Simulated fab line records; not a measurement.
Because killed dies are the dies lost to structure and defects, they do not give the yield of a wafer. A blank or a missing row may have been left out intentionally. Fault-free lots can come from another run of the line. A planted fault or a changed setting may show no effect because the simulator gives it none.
Code-filled problem report in 8D (eight disciplines) form / flow sky130 / the parts of the form that need people (team, actions taken, sign-off) are left out

1. WHAT IS WRONG
Across 6 wafers from 2 lots, VT_ADJUST_HVTP_TW at SKY_VT_ADJUST_HVTP_TW_MEAS_11 averages 662, while fault-free wafers read 1361 with a standard deviation of 7. That is -99 or more standard deviations from the usual mean.
Earliest sighting: wafer L387.3 on filmMetro-03 at day 8 10:38. The record holds 39 wafers of 13 lots with a number at this step. Rule for "out" (also "out of limits"): further than 4 standard deviations from the usual mean. The rest of the wafers with a number are treated as sound.

2. WHAT THIS IS AND IS NOT
question=which readings at this step | is=VT_ADJUST_HVTP_TW | is not=-
question=which lots | is=L387, L388 | is not=L379, L380, L381, L382, L386, L393, L395, L396, L399, L400, L401
question=which wafers of those lots | is=all that have a number | is not=-
question=read on which gauges | is=filmMetro-03, filmMetro-04 | is not=filmMetro-02
question=when | is=from day 8 10:38 | is not=up to then (15 sound wafers); but 18 sound wafers of L393, L395, L396, L399, L400, L401 came after

3. THE SUSPECTS, EACH WITH WHAT RULES IT OUT
Counting: a tool at a process step up to the reading stays a suspect if it ran every lot that is out and no sound lot after the first of them.
- ruled out: the gauge at SKY_VT_ADJUST_HVTP_TW_MEAS_11. The wafers that are out were read on 2 gauges (filmMetro-03, filmMetro-04).
- implanter-01 at SKY_VT_ADJUST_HVTP_IMPLANT_09: ruled out as a lasting fault. Following L387 (day 8 10:25), the first lot on it that is out, the sound lots L400 were run on it.
Left after counting: nothing in the record.

4. THE CAUSE (what the simulator had put in)
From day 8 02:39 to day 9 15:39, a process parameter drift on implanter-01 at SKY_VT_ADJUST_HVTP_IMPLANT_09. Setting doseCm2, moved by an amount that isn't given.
Counting ruled it out, wrongly: the rule takes a fault to strike every lot that its tool runs from its start on, and this one did not.

5. THE CHAIN OF EFFECTS, in route order
Each row: a reading whose mean over the struck wafers that have a number lies more than 3 standard deviations from the usual. Only readings whose record carries a usual standard deviation are examined. hours: median over the lots of the time between each lot's start at the first step of this table that gives one and its start at this step. sigmas: the change, counted in usual standard deviations.
hours=0; step=SKY_VT_ADJUST_HVTP_IMPLANT_09; reading=doseIonsCm2; usual=4.299e+12; on struck wafers=4.297e+11; change=-3.869e+12; sigmas=-99 or more
hours=0; step=SKY_VT_ADJUST_HVTP_IMPLANT_09; reading=faradayCurrentUA; usual=24.2; on struck wafers=2.5; change=-21.7; sigmas=-44
hours=0; step=SKY_VT_ADJUST_HVTP_TW_MEAS_11; reading=VT_ADJUST_HVTP_TW; usual=1361; on struck wafers=662; change=-699; sigmas=-99 or more
Here are the process steps it includes:
- SKY_VT_ADJUST_HVTP_IMPLANT_09
Later steps that measure or inspect, where all struck wafers having a row at the step show a number for every such reading and not one has moved that far: SKY_SD_N_OVL_MEAS_08, SKY_VIA3_THK_MEAS_01.

6. HOW IT WOULD HAVE BEEN CAUGHT EARLIER
The first out-of-limits reading at a measuring or inspecting step in this record came at day 8 10:38, 8 hours after the fault's start at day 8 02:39.
At SKY_VT_ADJUST_HVTP_IMPLANT_09, the tool's own readings (doseIonsCm2, faradayCurrentUA) were out on each struck wafer the step has a row for, so an alarm limit on them would have fired on the first such wafer.
